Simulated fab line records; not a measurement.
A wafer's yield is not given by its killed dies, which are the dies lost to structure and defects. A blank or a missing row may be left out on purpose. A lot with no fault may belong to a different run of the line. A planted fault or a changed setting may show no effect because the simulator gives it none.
Which of the tools did it? + flow gf180mcu + 36 wafers from 12 lots sampled at 3 of the route's 602 steps

## WHAT THE GAUGES READ, wafer by wafer
GF_M5_OVL_MEAS_08.
| lot  | measured     | on         | M5_OVL (nm) |
|------|--------------|------------|-------------|
| L835 | day 27 23:40 | overlay-02 | -1 -4 0     |
| L834 | day 28 06:28 | overlay-02 | 9 17 10     |
| L836 | day 28 10:35 | overlay-01 | 0 -5 2      |
| L837 | day 28 15:19 | overlay-01 | -4 0 -4     |
| L838 | day 29 05:19 | overlay-01 | 3 -1 -1     |
| L839 | day 29 21:43 | overlay-02 | 6 3 10      |
| L842 | day 30 00:50 | overlay-01 | 2 -3 -6     |
| L841 | day 30 02:20 | overlay-01 | 1 4 -1      |
| L844 | day 30 16:46 | overlay-01 | -8 -2 -1    |
| L850 | day 32 12:47 | overlay-02 | 0 -4 -2     |
| L852 | day 32 17:55 | overlay-01 | 2 9 1       |
| L854 | day 33 05:11 | overlay-02 | 3 1 4       |

GF_V5_CD_MEAS_14: target cd 260 nm.
| lot  | measured     | on        | cd_nm (nm)        |
|------|--------------|-----------|-------------------|
| L835 | day 28 21:34 | cd_sem-01 | 259.5 260.2 258.9 |
| L834 | day 29 04:15 | cd_sem-02 | 259.3 259.8 258.2 |
| L836 | day 29 07:43 | cd_sem-02 | 260.1 259.7 259.4 |
| L837 | day 29 12:37 | cd_sem-01 | 260.1 261.0 260.1 |
| L838 | day 30 01:16 | cd_sem-02 | 258.1 258.1 258.3 |
| L839 | day 30 17:52 | cd_sem-01 | 259.3 259.3 258.5 |
| L842 | day 30 20:55 | cd_sem-01 | 259.9 260.2 260.7 |
| L841 | day 30 22:43 | cd_sem-01 | 258.7 258.7 259.2 |
| L844 | day 31 11:33 | cd_sem-01 | 259.3 259.1 259.2 |
| L850 | day 33 06:37 | cd_sem-01 | 260.6 262.0 261.3 |
| L852 | day 33 11:56 | cd_sem-01 | 258.4 258.8 258.8 |
| L854 | day 33 22:35 | cd_sem-01 | 258.8 258.6 259.2 |

## WHAT TOOL EACH LOT RAN ON (gives the tool, then ch and the chambers of the sampled wafers, and finally the start)
| lot  | GF_MIM_SPUTTER_04            |
|------|------------------------------|
| L835 | pvd_sputter-02, day 26 05:05 |
| L834 | pvd_sputter-01, day 26 11:30 |
| L836 | pvd_sputter-02, day 26 15:39 |
| L837 | pvd_sputter-03, day 26 21:33 |
| L838 | pvd_sputter-02, day 27 11:21 |
| L839 | pvd_sputter-01, day 28 06:40 |
| L842 | pvd_sputter-03, day 28 09:20 |
| L841 | pvd_sputter-03, day 28 10:38 |
| L844 | pvd_sputter-02, day 29 02:12 |
| L850 | pvd_sputter-03, day 30 23:15 |
| L852 | pvd_sputter-02, day 31 05:43 |
| L854 | pvd_sputter-01, day 31 18:16 |
- GF_MIM_SPUTTER_04: material TiN, target thk 50 nm, time 41.7 s.

## WHAT THE TOOLS THEMSELVES READ (means of the sampled wafers that have a number; where no wafer has one, the mark that the record gives instead)
GF_MIM_SPUTTER_04.
| lot  | tool           | throttle_valve_pct (%) |
|------|----------------|------------------------|
| L835 | pvd_sputter-02 | 30.4                   |
| L834 | pvd_sputter-01 | 29.3                   |
| L836 | pvd_sputter-02 | 30.0                   |
| L837 | pvd_sputter-03 | 30.1                   |
| L838 | pvd_sputter-02 | 31.2                   |
| L839 | pvd_sputter-01 | 30.0                   |
| L842 | pvd_sputter-03 | 32.7                   |
| L841 | pvd_sputter-03 | 30.7                   |
| L844 | pvd_sputter-02 | 30.5                   |
| L850 | pvd_sputter-03 | 31.2                   |
| L852 | pvd_sputter-02 | 29.8                   |
| L854 | pvd_sputter-01 | 29.3                   |

## THE ANSWER, worked out from the rows above alone
Rule: usual is defined by the lots themselves. Put in order of their means at a reading, lots are off if they are a third of the lots or fewer, leave a main group of 4 or more, and stand apart from it by a gap of 3 or more times the standard deviation of the main group's means; of several such gaps the widest counts. The tables above print the reading to a certain number of digits; a main group whose means all agree to those digits is not used. Also off: a lot with no number at a reading for which 4 or more lots have one. All remaining lots with rows at the step are treated as sound. First the gauges in route order, then the tools' own readings, where a lot's mean is used as printed above. The first step at which some lot is off is used, and at that step the reading that is off furthest; a lot without a number counts as furthest.
No lot is off at any reading shown: from this, nothing can be told.

## WHAT HAD BEEN PUT IN BY THE SIMULATOR
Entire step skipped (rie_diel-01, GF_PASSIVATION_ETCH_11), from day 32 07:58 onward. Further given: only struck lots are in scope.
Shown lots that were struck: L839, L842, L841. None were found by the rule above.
